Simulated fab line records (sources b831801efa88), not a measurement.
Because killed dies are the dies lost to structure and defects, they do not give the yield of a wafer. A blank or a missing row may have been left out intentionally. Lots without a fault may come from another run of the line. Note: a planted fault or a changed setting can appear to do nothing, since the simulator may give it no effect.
Which of the tools did it? | flow sky130 | 36 wafers from 12 lots sampled at 3 of the route's 708 steps

== WHAT THE GAUGES READ, wafer by wafer ==
SKY_LI_CONTACT_THK_MEAS_01. Usual: LI_CONTACT_HDPCVD_THK typically reads 930 nm, with standard deviation 9.2.
lot  | measured     | on            | LI_CONTACT_HDPCVD_THK (nm) | flag
L401 | day 28 09:45 | film-metro-01 | 935 920 926                |
L403 | day 28 23:41 | film-metro-01 | 934 933 939                |
L404 | day 29 10:27 | film-metro-04 | 926 934 931                |
L408 | day 30 21:15 | film-metro-02 | 930 930 945                |
L409 | day 31 05:38 | film-metro-02 | 953 932 944                |
L415 | day 33 03:50 | film-metro-02 | 918 926 906                |
L418 | day 33 16:04 | film-metro-01 | 928 910 920                |
L419 | day 34 01:20 | film-metro-01 | 942 936 918                |
L420 | day 34 08:04 | film-metro-04 | 930 938 928                |
L421 | day 34 12:22 | film-metro-01 | 926 914 936                |
L422 | day 34 17:11 | film-metro-01 | 924 919 934                |
L423 | day 35 04:26 | film-metro-01 | 933 928 933                |

== TOOL THAT RAN EACH LOT (tool first, then ch and the chambers of the sampled wafers, then the start) ==
lot  | SKY_VT_ADJUST_HVTP_SOFTBAKE_03    | SKY_SD_N_STRIP_11
L401 | litho-track-03 ch 0, day 6 02:02  | plasma-asher-03 ch 0,1, day 28 08:52
L403 | litho-track-01 ch 0, day 6 11:20  | plasma-asher-04 ch 0,1, day 28 22:49
L404 | litho-track-01 ch 0, day 6 16:43  | plasma-asher-04 ch 0, day 29 09:31
L408 | litho-track-01 ch 0, day 7 18:20  | plasma-asher-02 ch 0,1, day 30 20:24
L409 | litho-track-01 ch 0, day 8 00:50  | plasma-asher-04 ch 0,1, day 31 04:46
L415 | litho-track-02 ch 0, day 9 16:13  | plasma-asher-04 ch 0,1, day 33 02:58
L418 | litho-track-03 ch 0, day 10 08:04 | plasma-asher-04 ch 0,1, day 33 15:13
L419 | litho-track-01 ch 0, day 10 14:32 | plasma-asher-03 ch 0, day 34 00:28
L420 | litho-track-01 ch 0, day 10 21:47 | plasma-asher-04 ch 0,1, day 34 07:13
L421 | litho-track-03 ch 0, day 11 01:43 | plasma-asher-02 ch 0,1, day 34 11:30
L422 | litho-track-02 ch 0, day 11 09:55 | plasma-asher-02 ch 0,1, day 34 16:19
L423 | litho-track-01 ch 0, day 11 18:05 | plasma-asher-04 ch 0,1, day 35 03:34
- SKY_VT_ADJUST_HVTP_SOFTBAKE_03: time 60 s.
- SKY_SD_N_STRIP_11: strips in O2/N2.

== AS READ BY THE TOOLS THEMSELVES (means over the sampled wafers that have a number; for cases with no such wafer, the mark the record gives instead) ==
SKY_VT_ADJUST_HVTP_SOFTBAKE_03. Usual: heater-power-total-W 56.60 W, standard deviation 0.042; plate-temp-C 90.01 C, standard deviation 0.12.
lot  | tool           | heater-power-total-W (W) | plate-temp-C (C) | flag
L401 | litho-track-03 | 56.62                    | 89.93            |
L403 | litho-track-01 | 56.62                    | 90.00            |
L404 | litho-track-01 | 56.56                    | 90.09            |
L408 | litho-track-01 | 59.40                    | 93.14            | OFF
L409 | litho-track-01 | 59.39                    | 93.26            | OFF
L415 | litho-track-02 | 56.62                    | 90.17            |
L418 | litho-track-03 | 56.63                    | 89.97            |
L419 | litho-track-01 | 56.59                    | 89.80            |
L420 | litho-track-01 | 56.59                    | 89.98            |
L421 | litho-track-03 | 56.66                    | 90.08            |
L422 | litho-track-02 | 56.60                    | 89.93            |
L423 | litho-track-01 | 56.56                    | 90.15            |

SKY_SD_N_STRIP_11. Usual: chamber-pressure-mTorr 1500.1 mTorr, standard deviation 1.2; drypump-motor-current-A 6.03 A, standard deviation 0.18; oes-product-au 0.527 a.u., standard deviation 0.0043; strip-time-to-endpoint-s 22.51 s, standard deviation 0.045.
lot  | tool            | chamber-pressure-mTorr (mTorr) | drypump-motor-current-A (A) | oes-product-au (a.u.) | strip-time-to-endpoint-s (s) | flag
L401 | plasma-asher-03 | 1499.4                         | 6.10                        | 0.528                 | 22.47                        |
L403 | plasma-asher-04 | 1500.1                         | 6.02                        | 0.527                 | 22.47                        |
L404 | plasma-asher-04 | 1501.0                         | 6.07                        | 0.531                 | 22.52                        |
L408 | plasma-asher-02 | 1501.1                         | 5.80                        | 0.526                 | 22.52                        |
L409 | plasma-asher-04 | 1500.1                         | 6.04                        | 0.528                 | 22.44                        |
L415 | plasma-asher-04 | 1501.3                         | 6.03                        | 0.528                 | 22.48                        |
L418 | plasma-asher-04 | 1500.4                         | 6.06                        | 0.530                 | 22.55                        |
L419 | plasma-asher-03 | 1500.0                         | 6.14                        | 0.532                 | 22.54                        |
L420 | plasma-asher-04 | 1499.5                         | 6.06                        | 0.524                 | 22.55                        |
L421 | plasma-asher-02 | 1499.4                         | 6.08                        | 0.528                 | 22.53                        |
L422 | plasma-asher-02 | 1500.3                         | 5.82                        | 0.529                 | 22.54                        |
L423 | plasma-asher-04 | 1501.2                         | 6.04                        | 0.524                 | 22.51                        |

== THE ANSWER, worked out from the rows above alone ==
Rule: take the mean of a lot's wafers that have a number; if it is more than 3 standard deviations from the usual mean, the lot is off. Also off: a lot with no number at a reading for which 4 or more lots have one. Any other lot the step has rows for is counted as sound. Order of review: gauges by route order, followed by the tools' own readings, for which a lot's mean as printed above is used. The first step at which some lot is off is used, and at that step the reading that is off furthest; a lot without a number counts as furthest.
Off, at SKY_VT_ADJUST_HVTP_SOFTBAKE_03 on heater-power-total-W: L408, L409.
If a tool, at that step or one of the process steps before it, ran each lot that is off and ran no sound lot following the first of them, it fits. Of those tried, none fits.

== WHAT HAD BEEN PUT IN BY THE SIMULATOR ==
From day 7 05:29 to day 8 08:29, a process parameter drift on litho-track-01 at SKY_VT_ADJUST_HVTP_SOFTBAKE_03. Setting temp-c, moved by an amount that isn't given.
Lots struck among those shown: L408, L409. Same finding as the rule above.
